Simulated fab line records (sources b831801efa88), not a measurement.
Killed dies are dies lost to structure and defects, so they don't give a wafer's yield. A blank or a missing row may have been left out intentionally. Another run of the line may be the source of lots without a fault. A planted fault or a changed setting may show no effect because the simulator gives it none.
What tool caused it? -- flow sky130 -- 12 lots (36 wafers sampled), 1 step of a 708-step route

## WHAT EACH GAUGE READ, for each wafer
SKY_FIELD_ISO_THK_MEAS_04.
lot,measured,on,FIELD_ISO_CVD_03_THK (nm)
L075,day 1 19:09,film-metro-03,163.5 164.6 165.9
L077,day 2 04:29,film-metro-04,166.0 166.9 166.1
L079,day 2 15:07,film-metro-04,164.7 164.1 163.7
L081,day 3 03:03,film-metro-03,165.7 166.8 165.8
L083,day 3 11:06,film-metro-03,165.5 164.5 167.3
L085,day 3 22:56,film-metro-02,166.3 166.3 164.0
L087,day 4 06:58,film-metro-03,163.1 165.0 165.0
L089,day 4 16:31,film-metro-03,164.0 167.0 166.2
L091,day 5 02:58,film-metro-03,167.4 167.7 167.2
L093,day 5 15:34,film-metro-02,163.6 166.0 163.9
L095,day 5 22:49,film-metro-04,165.1 166.0 165.9
L097,day 6 10:00,film-metro-02,166.0 166.0 165.5

## WHICH TOOL RAN EACH LOT (tool, then ch and the chambers of the sampled wafers, then the start)
Record: no process step prior to these readings.

## THE ANSWER, worked out from the rows above alone
Rule: the usual values come from the lots themselves. The widest of any qualifying gaps counts: lots, ordered by their means at a reading, are off when they make up no more than a third of the lots, leave a main group of 4 or more, and stand apart from it by 3 or more times the standard deviation of that group's means. If all means in a main group match to the digits the tables above print for the reading, that group is not used. Also off: a lot with no number at a reading for which 4 or more lots have one. Where the step has rows for the other lots, those lots are counted as sound.
Across all readings shown, no lot is off: no conclusion can be drawn from this.

## WHAT THE SIMULATOR PUT IN
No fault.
